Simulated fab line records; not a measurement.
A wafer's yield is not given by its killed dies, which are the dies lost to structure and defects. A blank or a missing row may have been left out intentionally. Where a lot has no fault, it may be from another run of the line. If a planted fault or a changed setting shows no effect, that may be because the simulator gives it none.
Shared-tool check || flow gf180mcu || Sampled: 13 lots, 39 wafers

== THE REASON FOR OPENING IT ==
2 of 13 lots carry a flag on the reading NSD_RS at GF_PSD_RS_MEAS_14. No-fault wafers: 46.07 ohm/sq, standard deviation 0.083.
Rule: flag the lot when none of its wafers has a number, or when each of its wafers that has one lies beyond 4 standard deviations from that mean. As for the other lots, they are considered sound.

{"lot": "L383", "measured": "day 14 08:49", "on": "film metro-03", "NSD_RS (ohm/sq), wafer by wafer": "46.13 46.05 46.08", "flag": ""}
{"lot": "L385", "measured": "day 15 02:40", "on": "film metro-03", "NSD_RS (ohm/sq), wafer by wafer": "46.01 46.11 46.12", "flag": ""}
{"lot": "L386", "measured": "day 15 06:51", "on": "film metro-04", "NSD_RS (ohm/sq), wafer by wafer": "46.07 46.09 46.16", "flag": ""}
{"lot": "L387", "measured": "day 15 16:31", "on": "film metro-03", "NSD_RS (ohm/sq), wafer by wafer": "45.96 45.93 45.97", "flag": ""}
{"lot": "L388", "measured": "day 15 23:38", "on": "film metro-01", "NSD_RS (ohm/sq), wafer by wafer": "46.07 46.30 46.23", "flag": ""}
{"lot": "L389", "measured": "day 16 09:20", "on": "film metro-04", "NSD_RS (ohm/sq), wafer by wafer": "46.06 46.11 46.10", "flag": ""}
{"lot": "L390", "measured": "day 16 21:11", "on": "film metro-04", "NSD_RS (ohm/sq), wafer by wafer": "46.04 46.07 46.13", "flag": ""}
{"lot": "L391", "measured": "day 17 05:00", "on": "film metro-01", "NSD_RS (ohm/sq), wafer by wafer": "46.11 46.22 46.04", "flag": ""}
{"lot": "L393", "measured": "day 17 18:28", "on": "film metro-04", "NSD_RS (ohm/sq), wafer by wafer": "46.13 46.11 46.17", "flag": ""}
{"lot": "L395", "measured": "day 18 13:37", "on": "film metro-01", "NSD_RS (ohm/sq), wafer by wafer": "46.05 45.98 46.05", "flag": ""}
{"lot": "L402", "measured": "day 20 22:09", "on": "film metro-04", "NSD_RS (ohm/sq), wafer by wafer": "46.04 46.03 46.10", "flag": ""}
{"lot": "L403", "measured": "day 21 03:55", "on": "film metro-04", "NSD_RS (ohm/sq), wafer by wafer": "49.28 49.33 49.55", "flag": "FLAGGED"}
{"lot": "L404", "measured": "day 21 19:23", "on": "film metro-03", "NSD_RS (ohm/sq), wafer by wafer": "49.60 49.54 49.52", "flag": "FLAGGED"}
Average over the flagged lots: 49.47 ohm/sq; offset from the usual +3.40 ohm/sq, equal to +41 standard deviations.

== EACH LOT AND THE TOOL IT RAN ON ==
2 process steps preceding the reading are held in the record, out of 602 steps in the route. Each cell gives the tool, then ch followed by the chambers the sampled wafers passed through, then the start.
{"lot": "L383", "flag": "", "GF_NSD_IMPLANT_09": "implanter-03 ch 0, day 13 11:13", "GF_NSD_STRIP_11": "plasma asher-04 ch 0,1, day 13 11:31"}
{"lot": "L385", "flag": "", "GF_NSD_IMPLANT_09": "implanter-01 ch 0, day 14 04:52", "GF_NSD_STRIP_11": "plasma asher-04 ch 0,1, day 14 05:10"}
{"lot": "L386", "flag": "", "GF_NSD_IMPLANT_09": "implanter-03 ch 0, day 14 08:58", "GF_NSD_STRIP_11": "plasma asher-01 ch 0,1, day 14 09:16"}
{"lot": "L387", "flag": "", "GF_NSD_IMPLANT_09": "implanter-04 ch 0, day 14 18:01", "GF_NSD_STRIP_11": "plasma asher-01 ch 0,1, day 14 18:19"}
{"lot": "L388", "flag": "", "GF_NSD_IMPLANT_09": "implanter-04 ch 0, day 15 01:07", "GF_NSD_STRIP_11": "plasma asher-01 ch 0,1, day 15 01:23"}
{"lot": "L389", "flag": "", "GF_NSD_IMPLANT_09": "implanter-04 ch 0, day 15 10:47", "GF_NSD_STRIP_11": "plasma asher-03 ch 0, day 15 11:04"}
{"lot": "L390", "flag": "", "GF_NSD_IMPLANT_09": "implanter-03 ch 0, day 15 22:16", "GF_NSD_STRIP_11": "plasma asher-03 ch 0,1, day 15 22:32"}
{"lot": "L391", "flag": "", "GF_NSD_IMPLANT_09": "implanter-03 ch 0, day 16 05:31", "GF_NSD_STRIP_11": "plasma asher-03 ch 0,1, day 16 05:49"}
{"lot": "L393", "flag": "", "GF_NSD_IMPLANT_09": "implanter-01 ch 0, day 16 18:47", "GF_NSD_STRIP_11": "plasma asher-01 ch 0,1, day 16 19:04"}
{"lot": "L395", "flag": "", "GF_NSD_IMPLANT_09": "implanter-03 ch 0, day 17 13:16", "GF_NSD_STRIP_11": "plasma asher-03 ch 0,1, day 17 13:34"}
{"lot": "L402", "flag": "", "GF_NSD_IMPLANT_09": "implanter-04 ch 0, day 19 21:34", "GF_NSD_STRIP_11": "plasma asher-03 ch 0,1, day 19 21:52"}
{"lot": "L403", "flag": "FLAGGED", "GF_NSD_IMPLANT_09": "implanter-03 ch 0, day 20 03:29", "GF_NSD_STRIP_11": "plasma asher-04 ch 0, day 20 03:45"}
{"lot": "L404", "flag": "FLAGGED", "GF_NSD_IMPLANT_09": "implanter-03 ch 0, day 20 18:38", "GF_NSD_STRIP_11": "plasma asher-04 ch 0,1, day 20 18:55"}
What is done by these steps:
- GF_NSD_IMPLANT_09
- GF_NSD_STRIP_11: strips in O2/N2.
- GF_PSD_RS_MEAS_14: measures by four-point-probe.

== FLAGGED AGAINST TOTAL, ONE TOOL AT A TIME (gauges that did the reading follow at the end) ==
{"step": "GF_NSD_IMPLANT_09", "tool": "implanter-01", "lots run": 2, "flagged": 0, "share of the flagged lots": "none", "sound lots run after its first flagged lot": "-"}
{"step": "GF_NSD_IMPLANT_09", "tool": "implanter-03", "lots run": 7, "flagged": 2, "share of the flagged lots": "all", "sound lots run after its first flagged lot": 0}
{"step": "GF_NSD_IMPLANT_09", "tool": "implanter-04", "lots run": 4, "flagged": 0, "share of the flagged lots": "none", "sound lots run after its first flagged lot": "-"}
{"step": "GF_NSD_STRIP_11", "tool": "plasma asher-01", "lots run": 4, "flagged": 0, "share of the flagged lots": "none", "sound lots run after its first flagged lot": "-"}
{"step": "GF_NSD_STRIP_11", "tool": "plasma asher-03", "lots run": 5, "flagged": 0, "share of the flagged lots": "none", "sound lots run after its first flagged lot": "-"}
{"step": "GF_NSD_STRIP_11", "tool": "plasma asher-04", "lots run": 4, "flagged": 2, "share of the flagged lots": "all", "sound lots run after its first flagged lot": 0}
{"step": "GF_PSD_RS_MEAS_14", "tool": "film metro-01", "lots run": 3, "flagged": 0, "share of the flagged lots": "none", "sound lots run after its first flagged lot": "-"}
{"step": "GF_PSD_RS_MEAS_14", "tool": "film metro-03", "lots run": 4, "flagged": 1, "share of the flagged lots": "some", "sound lots run after its first flagged lot": 0}
{"step": "GF_PSD_RS_MEAS_14", "tool": "film metro-04", "lots run": 6, "flagged": 1, "share of the flagged lots": "some", "sound lots run after its first flagged lot": 0}

== WHAT THE TABLE ALLOWS ==
Rows of the table that ran all the flagged lots, 2 in number: implanter-03 at GF_NSD_IMPLANT_09; plasma asher-04 at GF_NSD_STRIP_11.
- implanter-03 at GF_NSD_IMPLANT_09: 2 of its 7 lots flagged. A fault beginning between L395 (day 17 13:16), its last sound lot, and L403 (day 20 03:29), its first flagged one, fits the data. Its own readings lie more than 4 standard deviations out on every wafer of the flagged lots: beam energy keV.
- plasma asher-04 at GF_NSD_STRIP_11: 2 of its 4 lots flagged. A fault beginning between L385 (day 14 05:10), its last sound lot, and L403 (day 20 03:45), its first flagged one, fits the data. Its own readings lie more than 4 standard deviations out on every wafer of the flagged lots: strip time to endpoint s.
Counting lots can't tell these 2 tools apart, because each fits a fault that began at some hour. More lots, or a look at what each step does to the wafer, might.

== WHAT WAS PUT IN BY THE SIMULATOR ==
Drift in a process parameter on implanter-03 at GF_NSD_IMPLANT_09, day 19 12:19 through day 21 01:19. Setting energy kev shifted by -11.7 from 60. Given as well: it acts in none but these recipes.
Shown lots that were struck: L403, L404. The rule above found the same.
